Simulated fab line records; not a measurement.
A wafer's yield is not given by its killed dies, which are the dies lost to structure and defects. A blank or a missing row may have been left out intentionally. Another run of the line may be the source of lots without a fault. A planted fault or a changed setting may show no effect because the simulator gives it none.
fab line records    flow gf180mcu
record: lots: 13  wafers: 39  last-day: 34
route steps=602 shown POLY_GATE@157 CONTACT@288 M2@367
lots untouched by any fault: they come from a run of this same line in which no faults occurred
start-h: hours from the record's opening day to when the first of the lot's shown wafers began    wait-h: how many hours have passed since the lot's step before this one    " repeats the value in the row above    L1.1+2: several wafers, shown together as one row    - no value, or no start was given    * or withheld: withheld    < > ~ a bound
route shown NAME@n: NAME is a module with steps in the file, n the number in the route of the first one    usual: average and standard deviation across the fault-free wafers    same: alike in all rows    chamber/n: place in a boat    sites: per-site readings    _std_site: standard deviation across them    _edge_site: outer sites' mean less inner sites'    radius-mm: for every site, how far away it sits from the centre of the wafer    mask NAME#n: copy n    behind: the tool/chamber that last shaped the wafer    hold: what put the lot on hold/how long, in hours/how the hold closed    device: which transistor (n, p or np) failed to switch    end of line: the same wafers' tests at the end of the route    a step with no rows: only its recipe    killed: not the wafer's yield, but the dies lost to structure and defects at the first sort    map: a wafer's dies, x killed, . not, _ none there
set.NAME: the run value of the setting; set.NAME@STEP: its run value at that earlier step    model.NAME: the simulator's own value behind a step, which no gauge read
one table for each step of the route and one row for each wafer, over a sample of lots
services: the hour from which a tool's chamber was out of use, counted from the record's first day as start-h (under 0 if before that day), plus the number of hours and why
== steps ==
step: GF_POLY_GATE_CVD_00
recipe: material: poly-Si  target-thk-nm: 200  temp-c: 620  time-s: 1200  pressure-mtorr: 200
usual: spike-tc-centre-C: 621.5/1.4  zone-power-centre-pct: 8.9/0.56
lot.wafer  tool      chamber  start-h  wait-h  spike-tc-centre-C  zone-power-centre-pct
L620.3     lpcvd-02  1        184.28   0.0     620.3              9.9
L620.4     "         1        "        "       621.3              10.1
L620.5     "         1        "        "       622.0              10.1
L622.3     lpcvd-01  0        205.39   0.8     619.5              8.8
L622.4     "         0        "        "       618.1              8.9
L622.6     "         0        "        "       619.2              8.6
L624.3     lpcvd-02  0        222.45   0.0     621.9              9.0
L624.5     "         0        "        "       623.2              9.2
L624.6     "         0        "        "       622.2              9.0
L625.1     lpcvd-02  1        222.45   0.0     620.0              9.9
L625.3     "         1        "        "       620.4              10.0
L625.6     "         1        "        "       619.3              10.0
L626.2     lpcvd-01  0        228.71   0.0     630.6              10.7
L626.3     "         0        "        "       632.2              10.7
L626.6     "         0        "        "       631.2              10.5
L632.2     lpcvd-02  0        270.13   0.0     621.4              9.1
L632.3     "         0        "        "       621.4              8.8
L632.4     "         0        "        "       620.9              9.1
L635.3     lpcvd-02  0        287.74   0.0     621.4              9.0
L635.4     "         0        "        "       619.7              8.9
L635.5     "         0        "        "       621.7              9.0
L637.2     lpcvd-01  1        302.87   0.0     622.3              8.3
L637.4     "         1        "        "       623.6              8.4
L637.6     "         1        "        "       622.1              8.2
L638.1     lpcvd-01  1        309.23   1.2     623.5              8.4
L638.4     "         1        "        "       623.2              8.3
L638.5     "         1        "        "       623.5              8.5
L639.2     lpcvd-01  0        316.33   0.0     619.7              8.8
L639.4     "         0        "        "       620.2              8.8
L639.5     "         0        "        "       622.4              8.7
L640.2     lpcvd-02  0        322.61   0.0     623.9              8.9
L640.4     "         0        "        "       620.3              8.9
L640.5     "         0        "        "       622.0              9.1
L641.3     lpcvd-02  1        332.16   0.0     622.7              10.0
L641.4     "         1        "        "       619.3              10.0
L641.6     "         1        "        "       621.5              10.0
L642.1     lpcvd-02  0        340.43   0.0     622.5              8.9
L642.3     "         0        "        "       621.0              8.9
L642.4     "         0        "        "       623.0              9.0
step: GF_POLY_GATE_THK_MEAS_01
recipe: reads: poly-Si_of_POLY_GATE_CVD_00
usual: POLY_GATE_CVD_00_THK: 199.5/1.7
lot.wafer  tool           chamber  start-h  wait-h  POLY_GATE_CVD_00_THK[nm]
L620.3     film-metro-04  -        185.63   0.0     199.7
L620.4     "              -        "        "       198.6
L620.5     "              -        "        "       200.6
L622.3     film-metro-04  -        206.74   0.0     199.7
L622.4     "              -        "        "       198.1
L622.6     "              -        "        "       198.9
L625.1     film-metro-03  -        223.79   0.0     203.1
L625.3     "              -        "        "       201.8
L625.6     "              -        "        "       198.8
L624.3     film-metro-02  -        223.81   0.0     198.3
L624.5     "              -        "        "       198.9
L624.6     "              -        "        "       198.7
L626.2     film-metro-03  -        230.06   0.0     206.8
L626.3     "              -        "        "       209.4
L626.6     "              -        "        "       218.5
L632.2     film-metro-04  -        271.48   0.0     197.5
L632.3     "              -        "        "       196.6
L632.4     "              -        "        "       198.2
L635.3     film-metro-03  -        289.10   0.0     200.1
L635.4     "              -        "        "       198.1
L635.5     "              -        "        "       199.2
L637.2     film-metro-02  -        304.22   0.0     199.3
L637.4     "              -        "        "       199.7
L637.6     "              -        "        "       199.8
L638.1     film-metro-03  -        310.56   0.0     200.6
L638.4     "              -        "        "       201.9
L638.5     "              -        "        "       201.5
L639.2     film-metro-03  -        317.68   0.0     200.0
L639.4     "              -        "        "       199.1
L639.5     "              -        "        "       198.1
L640.2     film-metro-03  -        323.95   0.0     199.9
L640.4     "              -        "        "       197.9
L640.5     "              -        "        "       200.2
L641.3     film-metro-04  -        333.51   0.0     200.9
L641.4     "              -        "        "       200.3
L641.6     "              -        "        "       201.9
L642.1     film-metro-02  -        341.76   0.0     196.2
L642.3     "              -        "        "       198.4
L642.4     "              -        "        "       197.3
step: GF_CONTACT_THK_MEAS_01
recipe: reads: SiO2_of_CONTACT_CVD_00
usual: CONTACT_CVD_00_THK: 300.6/2.9
lot.wafer  tool           chamber  start-h  wait-h  CONTACT_CVD_00_THK[nm]
L620.3     film-metro-01  -        349.16   0.0     300.4
L620.4     "              -        "        "       298.5
L620.5     "              -        "        "       298.2
L622.3     film-metro-01  -        372.16   0.0     301.0
L622.4     "              -        "        "       297.5
L622.6     "              -        "        "       298.7
L624.3     film-metro-02  -        392.29   0.0     295.8
L624.5     "              -        "        "       302.3
L624.6     "              -        "        "       298.9
L625.1     film-metro-04  -        392.95   0.0     299.0
L625.3     "              -        "        "       302.1
L625.6     "              -        "        "       303.6
L626.2     film-metro-01  -        403.92   0.0     302.6
L626.3     "              -        "        "       299.2
L626.6     "              -        "        "       303.7
L632.2     film-metro-02  -        453.95   0.0     300.3
L632.3     "              -        "        "       302.9
L632.4     "              -        "        "       300.2
L635.3     film-metro-01  -        476.16   0.0     297.4
L635.4     "              -        "        "       296.7
L635.5     "              -        "        "       300.8
L637.2     film-metro-02  -        497.38   0.0     301.6
L637.4     "              -        "        "       300.1
L637.6     "              -        "        "       301.2
L638.1     film-metro-01  -        502.37   0.0     303.8
L638.4     "              -        "        "       304.4
L638.5     "              -        "        "       300.5
L639.2     film-metro-02  -        512.83   0.0     306.9
L639.4     "              -        "        "       305.3
L639.5     "              -        "        "       302.6
L640.2     film-metro-04  -        522.62   0.0     300.5
L640.4     "              -        "        "       302.2
L640.5     "              -        "        "       302.7
L641.3     film-metro-01  -        527.11   0.0     300.1
L641.4     "              -        "        "       301.2
L641.6     "              -        "        "       300.6
L642.1     film-metro-02  -        536.63   0.0     300.6
L642.3     "              -        "        "       303.7
L642.4     "              -        "        "       307.3
step: GF_CONTACT_CVD_02
recipe: material: SiO2  target-thk-nm: 860  precursor: TEOS  temp-c: 400  time-s: 95.992  rf-w: 600
usual: heater-power-w: 601/65
lot.wafer  tool      chamber  start-h  wait-h  heater-power-w
L620.3     pecvd-02  1        349.20   0.0     631
L620.4     "         1        "        "       652
L620.5     "         0        "        "       691
L622.3     pecvd-03  0        372.20   0.0     660
L622.4     "         1        "        "       570
L622.6     "         2        "        "       685
L624.3     pecvd-01  2        392.33   0.0     583
L624.5     "         1        "        "       558
L624.6     "         0        "        "       534
L625.1     pecvd-02  1        393.01   0.1     555
L625.3     "         2        "        "       540
L625.6     "         0        "        "       573
L626.2     pecvd-02  0        403.97   0.0     666
L626.3     "         1        "        "       615
L626.6     "         0        "        "       712
L632.2     pecvd-02  1        454.00   0.0     585
L632.3     "         2        "        "       675
L632.4     "         0        "        "       699
L635.3     pecvd-01  2        476.20   0.0     614
L635.4     "         1        "        "       513
L635.5     "         0        "        "       631
L637.2     pecvd-03  2        497.43   0.0     627
L637.4     "         1        "        "       575
L637.6     "         0        "        "       682
L638.1     pecvd-01  0        502.43   0.1     609
L638.4     "         1        "        "       505
L638.5     "         0        "        "       632
L639.2     pecvd-02  0        512.88   0.0     709
L639.4     "         0        "        "       592
L639.5     "         1        "        "       559
L640.2     pecvd-02  2        522.67   0.0     690
L640.4     "         0        "        "       677
L640.5     "         2        "        "       552
L641.3     pecvd-02  1        527.15   0.0     641
L641.4     "         1        "        "       506
L641.6     "         0        "        "       578
L642.1     pecvd-01  1        536.69   0.1     578
L642.3     "         2        "        "       595
L642.4     "         0        "        "       594
step: GF_M2_RS_MEAS_05
recipe: thk-meas-gauge: four-point-probe  reads: TiN_of_M2_SPUTTER_04+Ti_of_M2_SPUTTER_03+AlCu_of_M2_SPUTTER_02+TiN_of_M2_SPUTTER_01+Ti_of_M2_SPUTTER_00
usual: M2_ALCU_RS: 0.0695/0.00086
lot.wafer  tool           chamber  start-h  wait-h  M2_ALCU_RS[ohm/sq]
L620.3     film-metro-03  -        422.57   0.1     0.0702
L620.4     "              -        "        "       0.0696
L620.5     "              -        "        "       0.0698
L622.3     film-metro-04  -        447.15   0.1     0.0691
L622.4     "              -        "        "       0.0691
L622.6     "              -        "        "       0.0695
L624.3     film-metro-03  -        469.72   0.1     0.0700
L624.5     "              -        "        "       0.0692
L624.6     "              -        "        "       0.0693
L625.1     film-metro-03  -        470.35   0.0     0.0698
L625.3     "              -        "        "       0.0696
L625.6     "              -        "        "       0.0698
L626.2     film-metro-04  -        481.67   0.0     0.0688
L626.3     "              -        "        "       0.0704
L626.6     "              -        "        "       0.0702
L632.2     film-metro-03  -        531.59   0.0     0.0684
L632.3     "              -        "        "       0.0707
L632.4     "              -        "        "       0.0692
L635.3     film-metro-03  -        551.47   0.1     0.0691
L635.4     "              -        "        "       0.0695
L635.5     "              -        "        "       0.0690
L637.2     film-metro-03  -        571.91   0.0     0.0693
L637.4     "              -        "        "       0.0692
L637.6     "              -        "        "       0.0693
L638.1     film-metro-02  -        576.29   0.0     0.0690
L638.4     "              -        "        "       0.0695
L638.5     "              -        "        "       0.0695
L639.2     film-metro-03  -        585.92   0.0     0.0695
L639.4     "              -        "        "       0.0696
L639.5     "              -        "        "       0.0695
L640.2     film-metro-04  -        593.72   0.0     0.0696
L640.4     "              -        "        "       0.0691
L640.5     "              -        "        "       0.0686
L641.3     film-metro-04  -        598.24   0.1     0.0699
L641.4     "              -        "        "       0.0694
L641.6     "              -        "        "       0.0695
L642.1     film-metro-02  -        606.48   0.0     0.0696
L642.3     "              -        "        "       0.0686
L642.4     "              -        "        "       0.0695
== services ==
tool      chamber  start-h  hours  kind
pecvd-03  -        184.60   14.6   pm
pecvd-02  -        192.51   1.2    repair
pecvd-03  -        205.45   0.9    repair
pecvd-02  -        230.07   4.3    pm
lpcvd-02  -        243.31   2.8    pm
lpcvd-02  -        251.02   0.3    repair
pecvd-01  1        251.92   23.0   repair
pecvd-01  2        255.19   7.0    repair
pecvd-01  -        263.20   0.6    repair
pecvd-02  -        308.34   28.1   pm
pecvd-01  0        330.87   2.7    repair
pecvd-02  -        336.44   2.8    pm
pecvd-03  -        342.93   1.3    repair
lpcvd-02  -        359.73   6.1    pm
pecvd-02  -        360.32   0.6    repair
pecvd-01  -        363.86   6.0    pm
pecvd-02  -        368.88   14.0   pm
lpcvd-01  -        380.53   1.3    repair
pecvd-02  -        393.56   1.6    repair
pecvd-01  0        450.81   13.8   repair
pecvd-02  -        468.23   1.6    repair
lpcvd-02  -        468.89   0.6    repair
pecvd-01  -        506.06   2.8    pm
pecvd-02  -        524.58   2.0    repair
== key ==
first-sign: step: GF_POLY_GATE_CVD_00  reading: spike-tc-centre-C  direction: up  sigmas: 7.2  usual: 621.5  struck: 631.3
effect: step: GF_POLY_GATE_CVD_00  reading: zone-power-centre-pct  direction: up  sigmas: 3.1  usual: 8.9  struck: 10.6
effect: step: GF_POLY_GATE_THK_MEAS_01  reading: POLY_GATE_CVD_00_THK  direction: up  sigmas: 7  usual: 199.5  struck: 211.6
met-at GF_POLY_GATE_CVD_00
struck-lots L626
struck-wafers L626.2,L626.3,L626.6
tester-left-out L626
not-acting-at GF_CONTACT_THK_MEAS_01,GF_CONTACT_CVD_02,GF_M2_RS_MEAS_05
onset-between 205.39 228.71
fault: kind: process-parameter-drift  tool: lpcvd-01  chamber: 0  onset-h: 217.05  steps: GF_POLY_GATE_CVD_00  channel: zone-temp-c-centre  offset: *  shape: step  end-h: 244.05
tester-left-out: of these lots the tester's yield and bins aren't shown, on N5 and GAA mostly nor the transistor test; their killed dies are dies lost to structure and defects alone, not to doping, threshold or leakage, so they don't give the yield
